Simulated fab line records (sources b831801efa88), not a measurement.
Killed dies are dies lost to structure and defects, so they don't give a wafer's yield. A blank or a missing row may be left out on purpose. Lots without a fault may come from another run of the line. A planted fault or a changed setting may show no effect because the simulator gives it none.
Split-lot trial || flow sky130 || on a route of 708 steps: 5 lots, 23 wafers read

SPLIT DETAILS
At SKY_FIELD_ISO_OXIDATION_01 (stabilise 600 s, purge 300 s, target thk 12 nm), the setting tempC was moved away from the recipe's 900 C on 20 of the 23 wafers read, by -2.4% to +2.1%. For the rest of the wafers, this setting stayed at what the recipe calls for.

The file shows no step between the split and the reading.

THE READING
Values of FIELD_ISO_OXIDATION_00_THK in nm from SKY_FIELD_ISO_THK_MEAS_02. Typical for fault-free wafers on this fab line: 11.87 nm, with standard deviation 0.26 nm.

{"wafer": "L074.1", "tool, chamber at the split": "furnace-01, 0", "tempC as run, C": 900, "against the recipe": "recipe", "FIELD_ISO_OXIDATION_00_THK, nm": 12.28, "against lot-mates on the recipe": "-"}
{"wafer": "L074.2", "tool, chamber at the split": "furnace-01, 0", "tempC as run, C": 900, "against the recipe": "recipe", "FIELD_ISO_OXIDATION_00_THK, nm": 12.26, "against lot-mates on the recipe": "-"}
{"wafer": "L074.5", "tool, chamber at the split": "furnace-01, 0", "tempC as run, C": 900, "against the recipe": "recipe", "FIELD_ISO_OXIDATION_00_THK, nm": 12.35, "against lot-mates on the recipe": "-"}
{"wafer": "L077.2", "tool, chamber at the split": "-, -", "tempC as run, C": 911.3, "against the recipe": "+1.3%", "FIELD_ISO_OXIDATION_00_THK, nm": 13.38, "against lot-mates on the recipe": "no lot-mate on the recipe"}
{"wafer": "L077.3", "tool, chamber at the split": "-, -", "tempC as run, C": 911.3, "against the recipe": "+1.3%", "FIELD_ISO_OXIDATION_00_THK, nm": 13.39, "against lot-mates on the recipe": "no lot-mate on the recipe"}
{"wafer": "L077.4", "tool, chamber at the split": "-, -", "tempC as run, C": 911.3, "against the recipe": "+1.3%", "FIELD_ISO_OXIDATION_00_THK, nm": 13.44, "against lot-mates on the recipe": "no lot-mate on the recipe"}
{"wafer": "L077.5", "tool, chamber at the split": "-, -", "tempC as run, C": 911.3, "against the recipe": "+1.3%", "FIELD_ISO_OXIDATION_00_THK, nm": 13.33, "against lot-mates on the recipe": "no lot-mate on the recipe"}
{"wafer": "L077.6", "tool, chamber at the split": "-, -", "tempC as run, C": 911.3, "against the recipe": "+1.3%", "FIELD_ISO_OXIDATION_00_THK, nm": 13.39, "against lot-mates on the recipe": "no lot-mate on the recipe"}
{"wafer": "L078.1", "tool, chamber at the split": "-, -", "tempC as run, C": 919, "against the recipe": "+2.1%", "FIELD_ISO_OXIDATION_00_THK, nm": 14.06, "against lot-mates on the recipe": "no lot-mate on the recipe"}
{"wafer": "L078.3", "tool, chamber at the split": "-, -", "tempC as run, C": 919, "against the recipe": "+2.1%", "FIELD_ISO_OXIDATION_00_THK, nm": 13.94, "against lot-mates on the recipe": "no lot-mate on the recipe"}
{"wafer": "L078.4", "tool, chamber at the split": "-, -", "tempC as run, C": 919, "against the recipe": "+2.1%", "FIELD_ISO_OXIDATION_00_THK, nm": 14.09, "against lot-mates on the recipe": "no lot-mate on the recipe"}
{"wafer": "L078.5", "tool, chamber at the split": "-, -", "tempC as run, C": 919, "against the recipe": "+2.1%", "FIELD_ISO_OXIDATION_00_THK, nm": 14.02, "against lot-mates on the recipe": "no lot-mate on the recipe"}
{"wafer": "L078.6", "tool, chamber at the split": "-, -", "tempC as run, C": 919, "against the recipe": "+2.1%", "FIELD_ISO_OXIDATION_00_THK, nm": 14.00, "against lot-mates on the recipe": "no lot-mate on the recipe"}
{"wafer": "L080.1", "tool, chamber at the split": "-, -", "tempC as run, C": 879.4, "against the recipe": "-2.3%", "FIELD_ISO_OXIDATION_00_THK, nm": 9.39, "against lot-mates on the recipe": "no lot-mate on the recipe"}
{"wafer": "L080.2", "tool, chamber at the split": "-, -", "tempC as run, C": 879.4, "against the recipe": "-2.3%", "FIELD_ISO_OXIDATION_00_THK, nm": 9.73, "against lot-mates on the recipe": "no lot-mate on the recipe"}
{"wafer": "L080.3", "tool, chamber at the split": "-, -", "tempC as run, C": 879.4, "against the recipe": "-2.3%", "FIELD_ISO_OXIDATION_00_THK, nm": 9.66, "against lot-mates on the recipe": "no lot-mate on the recipe"}
{"wafer": "L080.5", "tool, chamber at the split": "-, -", "tempC as run, C": 879.4, "against the recipe": "-2.3%", "FIELD_ISO_OXIDATION_00_THK, nm": 9.63, "against lot-mates on the recipe": "no lot-mate on the recipe"}
{"wafer": "L080.6", "tool, chamber at the split": "-, -", "tempC as run, C": 879.4, "against the recipe": "-2.3%", "FIELD_ISO_OXIDATION_00_THK, nm": 9.73, "against lot-mates on the recipe": "no lot-mate on the recipe"}
{"wafer": "L084.1", "tool, chamber at the split": "-, -", "tempC as run, C": 878.5, "against the recipe": "-2.4%", "FIELD_ISO_OXIDATION_00_THK, nm": 9.63, "against lot-mates on the recipe": "no lot-mate on the recipe"}
{"wafer": "L084.2", "tool, chamber at the split": "-, -", "tempC as run, C": 878.5, "against the recipe": "-2.4%", "FIELD_ISO_OXIDATION_00_THK, nm": 9.64, "against lot-mates on the recipe": "no lot-mate on the recipe"}
{"wafer": "L084.3", "tool, chamber at the split": "-, -", "tempC as run, C": 878.5, "against the recipe": "-2.4%", "FIELD_ISO_OXIDATION_00_THK, nm": 9.47, "against lot-mates on the recipe": "no lot-mate on the recipe"}
{"wafer": "L084.4", "tool, chamber at the split": "-, -", "tempC as run, C": 878.5, "against the recipe": "-2.4%", "FIELD_ISO_OXIDATION_00_THK, nm": 9.63, "against lot-mates on the recipe": "no lot-mate on the recipe"}
{"wafer": "L084.6", "tool, chamber at the split": "-, -", "tempC as run, C": 878.5, "against the recipe": "-2.4%", "FIELD_ISO_OXIDATION_00_THK, nm": 9.44, "against lot-mates on the recipe": "no lot-mate on the recipe"}

THE FIT
A straight line over all 23 wafers: FIELD_ISO_OXIDATION_00_THK changes by +1.02 nm for each +1% of tempC; r = +1.00; the points scatter about the line by 0.16 nm.
Too few moved wafers with a lot-mate on the recipe to fit a line net of each lot's own level.

THE WHOLE CHAIN: every reading that the file lists as answering this split, in the file's order
{"step": "SKY_FIELD_ISO_OXIDATION_01", "what it does": "stabilise 600 s, purge 300 s, target thk 12 nm", "reading": "SiO2_of_FIELD_ISO_OXIDATION_01.thkNm (the simulator's own value, which no gauge read)", "change (the file's fit)": "+1.02 nm for each +1% of the setting", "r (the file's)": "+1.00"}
{"step": "SKY_FIELD_ISO_THK_MEAS_02", "what it does": "", "reading": "FIELD_ISO_OXIDATION_00_THK", "change (the file's fit)": "+1.02 for each +1% of the setting", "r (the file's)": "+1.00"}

FILE'S OWN FIT
FIELD_ISO_OXIDATION_00_THK changes by +1.02 nm for each +1% of tempC, r = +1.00.
